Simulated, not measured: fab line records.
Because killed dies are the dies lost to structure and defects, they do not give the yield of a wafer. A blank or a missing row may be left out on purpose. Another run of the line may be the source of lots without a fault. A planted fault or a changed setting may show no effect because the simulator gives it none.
Which of the tools did it? + flow sky130 + 24 lots with 72 wafers sampled at 6 steps, on a route of 708 steps

WHAT THE GAUGES READ, wafer by wafer
SKY_VIA3_THK_MEAS_01. Usual: VIA3_HDPCVD_THK 1629 nm, standard deviation 16.
| lot  | measured     | on            | VIA3_HDPCVD_THK (nm) | flag |
|------|--------------|---------------|----------------------|------|
| L074 | day 38 06:53 | film-metro-01 | 1641 1656 1642       |      |
| L075 | day 38 17:04 | film-metro-02 | 1629 1623 1645       |      |
| L076 | day 39 00:26 | film-metro-01 | 1624 1618 1598       |      |
| L077 | day 39 17:46 | film-metro-01 | 1647 1612 1625       |      |
| L078 | day 39 19:32 | film-metro-02 | 1626 1611 1623       |      |
| L079 | day 40 00:20 | film-metro-02 | 1640 1648 1640       |      |
| L080 | day 40 07:43 | film-metro-01 | 1635 1635 1622       |      |
| L082 | day 41 17:31 | film-metro-01 | 1623 1630 1622       |      |
| L083 | day 41 18:53 | film-metro-01 | 1628 1614 1636       |      |
| L081 | day 41 20:00 | film-metro-01 | 1633 1629 1617       |      |
| L084 | day 41 20:59 | film-metro-01 | 1616 1588 1607       |      |
| L085 | day 42 03:11 | film-metro-02 | 1647 1639 1634       |      |
| L086 | day 42 20:13 | film-metro-01 | 1642 1644 1665       |      |
| L087 | day 43 01:22 | film-metro-02 | 1614 1636 1634       |      |
| L088 | day 43 02:37 | film-metro-01 | 1627 1652 1653       |      |
| L089 | day 43 09:20 | film-metro-01 | 1609 1619 1610       |      |
| L090 | day 43 15:46 | film-metro-01 | 1607 1619 1619       |      |
| L092 | day 43 17:14 | film-metro-02 | 1622 1626 1634       |      |
| L091 | day 43 18:59 | film-metro-01 | 1621 1612 1607       |      |
| L093 | day 44 05:46 | film-metro-02 | 1613 1615 1628       |      |
| L094 | day 44 08:09 | film-metro-02 | 1623 1639 1626       |      |
| L095 | day 44 12:34 | film-metro-02 | 1645 1625 1642       |      |
| L096 | day 44 22:08 | film-metro-04 | 1655 1667 1651       |      |
| L097 | day 45 00:25 | film-metro-01 | 1625 1655 1629       |      |

SKY_VIA3_CD_MEAS_12: the cd target is 200 nm. Usual: 200.3 nm for cd-nm, sd 1.5.
| lot  | measured     | on        | cd-nm (nm)        | flag |
|------|--------------|-----------|-------------------|------|
| L074 | day 39 09:14 | cd-sem-02 | 200.2 200.6 199.9 |      |
| L075 | day 39 18:59 | cd-sem-01 | 202.0 199.4 200.0 |      |
| L076 | day 40 02:14 | cd-sem-02 | 202.7 202.6 202.4 |      |
| L077 | day 40 18:50 | cd-sem-02 | 198.4 199.2 199.8 |      |
| L078 | day 40 20:38 | cd-sem-02 | 199.6 199.4 200.4 |      |
| L079 | day 41 01:05 | cd-sem-02 | 200.3 199.8 200.0 |      |
| L080 | day 41 08:29 | cd-sem-02 | 200.1 197.6 200.1 |      |
| L082 | day 42 17:04 | cd-sem-01 | 201.6 200.0 200.0 |      |
| L083 | day 42 18:31 | cd-sem-01 | 200.2 200.7 202.5 |      |
| L081 | day 42 19:30 | cd-sem-01 | 198.8 200.2 200.8 |      |
| L084 | day 42 20:01 | cd-sem-01 | 204.8 204.5 204.8 |      |
| L085 | day 43 02:58 | cd-sem-01 | 200.4 200.7 200.8 |      |
| L086 | day 43 19:28 | cd-sem-01 | 200.3 200.4 200.1 |      |
| L087 | day 43 23:59 | cd-sem-01 | 199.4 198.4 199.9 |      |
| L088 | day 44 01:41 | cd-sem-01 | 199.0 198.4 197.8 |      |
| L089 | day 44 08:22 | cd-sem-01 | 199.8 199.3 199.4 |      |
| L090 | day 44 14:01 | cd-sem-01 | 199.4 198.1 198.5 |      |
| L092 | day 44 16:17 | cd-sem-01 | 202.5 202.4 202.8 |      |
| L091 | day 44 18:09 | cd-sem-02 | 200.6 199.5 201.5 |      |
| L093 | day 45 04:03 | cd-sem-01 | 201.7 201.1 201.8 |      |
| L094 | day 45 05:35 | cd-sem-02 | 201.2 201.4 200.4 |      |
| L095 | day 45 10:24 | cd-sem-02 | 199.0 199.3 199.9 |      |
| L096 | day 45 20:26 | cd-sem-01 | 199.2 201.8 199.5 |      |
| L097 | day 45 22:10 | cd-sem-02 | 200.1 199.0 197.9 |      |

SKY_VIA3_OVL_MEAS_13. Usual: VIA3_OVL 1 nm, standard deviation 6.5.
| lot  | measured     | on         | VIA3_OVL (nm) | flag |
|------|--------------|------------|---------------|------|
| L074 | day 39 09:22 | overlay-02 | -5 -6 -5      |      |
| L075 | day 39 19:05 | overlay-02 | -2 -3 4       |      |
| L076 | day 40 02:20 | overlay-01 | -2 3 2        |      |
| L077 | day 40 18:58 | overlay-02 | -5 -8 -4      |      |
| L078 | day 40 20:43 | overlay-01 | -5 -7 -7      |      |
| L079 | day 41 01:13 | overlay-02 | -7 -2 -3      |      |
| L080 | day 41 08:34 | overlay-01 | 13 11 13      |      |
| L082 | day 42 17:10 | overlay-02 | -11 -3 -14    |      |
| L083 | day 42 18:38 | overlay-01 | 8 12 6        |      |
| L081 | day 42 19:37 | overlay-01 | 3 4 6         |      |
| L084 | day 42 20:07 | overlay-02 | 4 5 7         |      |
| L085 | day 43 03:04 | overlay-01 | 1 -7 -5       |      |
| L086 | day 43 19:34 | overlay-02 | 0 2 -8        |      |
| L087 | day 44 00:05 | overlay-02 | -8 -6 -6      |      |
| L088 | day 44 01:48 | overlay-01 | -7 -3 4       |      |
| L089 | day 44 08:28 | overlay-02 | 4 7 7         |      |
| L090 | day 44 14:07 | overlay-01 | 4 2 0         |      |
| L092 | day 44 16:23 | overlay-01 | -5 -13 -12    |      |
| L091 | day 44 18:16 | overlay-02 | 0 9 4         |      |
| L093 | day 45 04:10 | overlay-01 | 5 4 9         |      |
| L094 | day 45 05:41 | overlay-02 | 3 5 -3        |      |
| L095 | day 45 10:31 | overlay-02 | 4 8 10        |      |
| L096 | day 45 20:34 | overlay-02 | 9 8 12        |      |
| L097 | day 45 22:17 | overlay-02 | 0 3 -1        |      |

SKY_VIA3_RS_MEAS_22: uses a four-point probe to measure. Usual: VIA3_W_RS 0.2950 ohm/sq, standard deviation 0.0028.
| lot  | measured     | on            | VIA3_W_RS (ohm/sq)   | flag |
|------|--------------|---------------|----------------------|------|
| L074 | day 39 10:19 | film-metro-01 | 0.2938 0.2940 0.2928 |      |
| L075 | day 39 20:02 | film-metro-04 | 0.2966 0.2963 0.2955 |      |
| L076 | day 40 03:16 | film-metro-01 | 0.2951 0.3015 0.2959 |      |
| L077 | day 40 19:55 | film-metro-04 | 0.2994 0.2945 0.2970 |      |
| L078 | day 40 21:42 | film-metro-02 | 0.2975 0.2980 0.2959 |      |
| L079 | day 41 02:08 | film-metro-02 | 0.2945 0.2900 0.2958 |      |
| L080 | day 41 09:31 | film-metro-01 | 0.2937 0.2919 0.2897 |      |
| L082 | day 42 18:06 | film-metro-02 | 0.2955 0.3024 0.2956 |      |
| L083 | day 42 19:32 | film-metro-01 | 0.2951 0.2958 0.2962 |      |
| L081 | day 42 20:32 | film-metro-04 | 0.2898 0.2885 0.2964 |      |
| L084 | day 42 21:02 | film-metro-01 | 0.2986 0.2984 0.2997 |      |
| L085 | day 43 03:59 | film-metro-04 | 0.2921 0.2901 0.2925 |      |
| L086 | day 43 20:29 | film-metro-04 | 0.2960 0.2938 0.2938 |      |
| L087 | day 44 01:04 | film-metro-04 | 0.2965 0.2963 0.2925 |      |
| L088 | day 44 02:46 | film-metro-04 | 0.2991 0.2970 0.2976 |      |
| L089 | day 44 09:28 | film-metro-04 | 0.2918 0.2964 0.2977 |      |
| L090 | day 44 15:23 | film-metro-01 | 0.2920 0.2947 0.2953 |      |
| L092 | day 44 17:19 | film-metro-01 | 0.2934 0.2930 0.2928 |      |
| L091 | day 44 19:11 | film-metro-01 | 0.2941 0.2982 0.2947 |      |
| L093 | day 45 05:07 | film-metro-01 | 0.2953 0.2964 0.2953 |      |
| L094 | day 45 06:41 | film-metro-04 | 0.2975 0.2983 0.2960 |      |
| L095 | day 45 11:28 | film-metro-02 | 0.2914 0.2937 0.2946 |      |
| L096 | day 45 21:31 | film-metro-02 | 0.2979 0.3006 0.2985 |      |
| L097 | day 45 23:23 | film-metro-01 | 0.2947 0.2930 0.2914 |      |

WHAT TOOL EACH LOT RAN ON (gives the tool, then ch and the chambers of the sampled wafers, and finally the start)
| lot  | SKY_METAL3_SOFTBAKE_09                       | SKY_METAL3_DESCUM_15              |
|------|----------------------------------------------|-----------------------------------|
| L074 | litho-track-02 ch 0, day 38 05:35 or earlier | rie-metal-04 ch 0,1, day 38 05:35 |
| L075 | litho-track-02 ch 0, day 38 15:58 or earlier | rie-metal-04 ch 0,1, day 38 15:58 |
| L076 | litho-track-03 ch 0, day 38 23:19 or earlier | rie-metal-03 ch 0,1, day 38 23:19 |
| L077 | litho-track-02 ch 0, day 39 16:41 or earlier | rie-metal-01 ch 0,1, day 39 16:41 |
| L078 | litho-track-02 ch 0, day 39 18:25 or earlier | rie-metal-01 ch 0,1, day 39 18:25 |
| L079 | litho-track-02 ch 0, day 39 23:13 or earlier | rie-metal-04 ch 0,1, day 39 23:13 |
| L080 | litho-track-02 ch 0, day 40 06:29 or earlier | rie-metal-03 ch 0,1, day 40 06:29 |
| L082 | litho-track-04 ch 0, day 41 16:25 or earlier | rie-metal-03 ch 0,1, day 41 16:25 |
| L083 | litho-track-04 ch 0, day 41 17:48 or earlier | rie-metal-04 ch 0,1, day 41 17:48 |
| L081 | litho-track-03 ch 0, day 41 18:55 or earlier | rie-metal-01 ch 0,1, day 41 18:55 |
| L084 | litho-track-03 ch 0, day 41 19:52 or earlier | rie-metal-01 ch 0,1, day 41 19:52 |
| L085 | litho-track-03 ch 0, day 42 02:06 or earlier | rie-metal-01 ch 0,1, day 42 02:06 |
| L086 | litho-track-02 ch 0, day 42 19:07 or earlier | rie-metal-03 ch 0,1, day 42 19:07 |
| L087 | litho-track-04 ch 0, day 43 00:17 or earlier | rie-metal-01 ch 0,1, day 43 00:17 |
| L088 | litho-track-03 ch 0, day 43 01:32 or earlier | rie-metal-03 ch 0,1, day 43 01:32 |
| L089 | litho-track-03 ch 0, day 43 08:15 or earlier | rie-metal-01 ch 0,1, day 43 08:15 |
| L090 | litho-track-03 ch 0, day 43 14:37 or earlier | rie-metal-01 ch 0,1, day 43 14:37 |
| L092 | litho-track-02 ch 0, day 43 16:06 or earlier | rie-metal-01 ch 0,1, day 43 16:06 |
| L091 | litho-track-02 ch 0, day 43 17:51 or earlier | rie-metal-01 ch 0,1, day 43 17:51 |
| L093 | litho-track-04 ch 0, day 44 04:41 or earlier | rie-metal-03 ch 0,1, day 44 04:41 |
| L094 | litho-track-04 ch 0, day 44 06:40 or earlier | rie-metal-04 ch 0,1, day 44 06:40 |
| L095 | litho-track-04 ch 0, day 44 11:25 or earlier | rie-metal-04 ch 0,1, day 44 11:25 |
| L096 | litho-track-02 ch 0, day 44 20:52 or earlier | rie-metal-01 ch 0,1, day 44 20:52 |
| L097 | litho-track-03 ch 0, day 44 22:51 or earlier | rie-metal-01 ch 0, day 44 22:51   |
- SKY_METAL3_SOFTBAKE_09: time 93.02 s.
- SKY_METAL3_DESCUM_15: chemistry O2, time 8 s.

WHAT THE TOOLS THEMSELVES READ (means of the sampled wafers that have a number; where no wafer has one, the mark that the record gives instead)
SKY_METAL3_SOFTBAKE_09. Usual: plate-sensor-t-centre-C 100.88 C, standard deviation 0.01; plate-sensor-t-edge-C 100.95 C, standard deviation 0.0089.
| lot  | tool           | plate-sensor-t-centre-C (C) | plate-sensor-t-edge-C (C) | flag |
|------|----------------|-----------------------------|---------------------------|------|
| L074 | litho-track-02 | 100.89                      | 100.96                    |      |
| L075 | litho-track-02 | 100.88                      | 100.96                    |      |
| L076 | litho-track-03 | 100.88                      | 100.95                    |      |
| L077 | litho-track-02 | 100.89                      | 100.94                    |      |
| L078 | litho-track-02 | 100.89                      | 100.96                    |      |
| L079 | litho-track-02 | 100.88                      | 100.95                    |      |
| L080 | litho-track-02 | 100.87                      | 100.95                    |      |
| L082 | litho-track-04 | 100.88                      | 100.95                    |      |
| L083 | litho-track-04 | 100.89                      | 100.96                    |      |
| L081 | litho-track-03 | 100.88                      | 100.95                    |      |
| L084 | litho-track-03 | 100.88                      | 100.95                    |      |
| L085 | litho-track-03 | 100.87                      | 100.96                    |      |
| L086 | litho-track-02 | 100.89                      | 100.95                    |      |
| L087 | litho-track-04 | 100.88                      | 100.95                    |      |
| L088 | litho-track-03 | 100.88                      | 100.95                    |      |
| L089 | litho-track-03 | 100.88                      | 100.95                    |      |
| L090 | litho-track-03 | 100.89                      | 100.95                    |      |
| L092 | litho-track-02 | 100.88                      | 100.96                    |      |
| L091 | litho-track-02 | 100.88                      | 100.95                    |      |
| L093 | litho-track-04 | 100.88                      | 100.96                    |      |
| L094 | litho-track-04 | 100.88                      | 100.96                    |      |
| L095 | litho-track-04 | 100.88                      | 100.95                    |      |
| L096 | litho-track-02 | 100.88                      | 100.95                    |      |
| L097 | litho-track-03 | 100.88                      | 100.96                    |      |

SKY_METAL3_DESCUM_15. Usual: drypump-motor-current-A 6.1 A, standard deviation 0.52; oes-product-au 0.996 a.u., standard deviation 0.0076.
| lot  | tool         | drypump-motor-current-A (A) | oes-product-au (a.u.) | flag |
|------|--------------|-----------------------------|-----------------------|------|
| L074 | rie-metal-04 | 6.0                         | 0.993                 |      |
| L075 | rie-metal-04 | 5.5                         | 0.994                 |      |
| L076 | rie-metal-03 | 5.6                         | 1.004                 |      |
| L077 | rie-metal-01 | 6.4                         | 0.995                 |      |
| L078 | rie-metal-01 | 6.5                         | 1.003                 |      |
| L079 | rie-metal-04 | 5.5                         | 0.995                 |      |
| L080 | rie-metal-03 | 5.6                         | 1.005                 |      |
| L082 | rie-metal-03 | 5.6                         | 1.001                 |      |
| L083 | rie-metal-04 | 6.0                         | 1.002                 |      |
| L081 | rie-metal-01 | 6.5                         | 1.000                 |      |
| L084 | rie-metal-01 | 6.5                         | 1.004                 |      |
| L085 | rie-metal-01 | 6.5                         | 0.993                 |      |
| L086 | rie-metal-03 | 5.6                         | 0.999                 |      |
| L087 | rie-metal-01 | 6.4                         | 0.998                 |      |
| L088 | rie-metal-03 | 5.6                         | 1.000                 |      |
| L089 | rie-metal-01 | 6.5                         | 0.997                 |      |
| L090 | rie-metal-01 | 6.5                         | 0.983                 |      |
| L092 | rie-metal-01 | 6.4                         | 0.998                 |      |
| L091 | rie-metal-01 | 6.5                         | 0.995                 |      |
| L093 | rie-metal-03 | 5.6                         | 0.989                 |      |
| L094 | rie-metal-04 | 5.5                         | 0.989                 |      |
| L095 | rie-metal-04 | 5.5                         | 0.993                 |      |
| L096 | rie-metal-01 | 6.5                         | 0.996                 |      |
| L097 | rie-metal-01 | 6.3                         | 0.988                 |      |

THE ANSWER, worked out from the rows above alone
Rule: lot off if the mean of its wafers having a number is beyond 3 standard deviations from the usual mean. A lot without any number at a reading at which 4 lots or more have one is off too. Where the step has rows for the other lots, those lots are counted as sound. The gauges are gone through in route order, then the tools' own readings, and for those a lot's mean is taken as printed above. At the first step where some lot is off, the reading lying furthest off is the one used; lots without a number count as furthest.
No lot is off on any of the readings shown, so nothing can be concluded from this.

WHAT THE SIMULATOR HAD INSERTED
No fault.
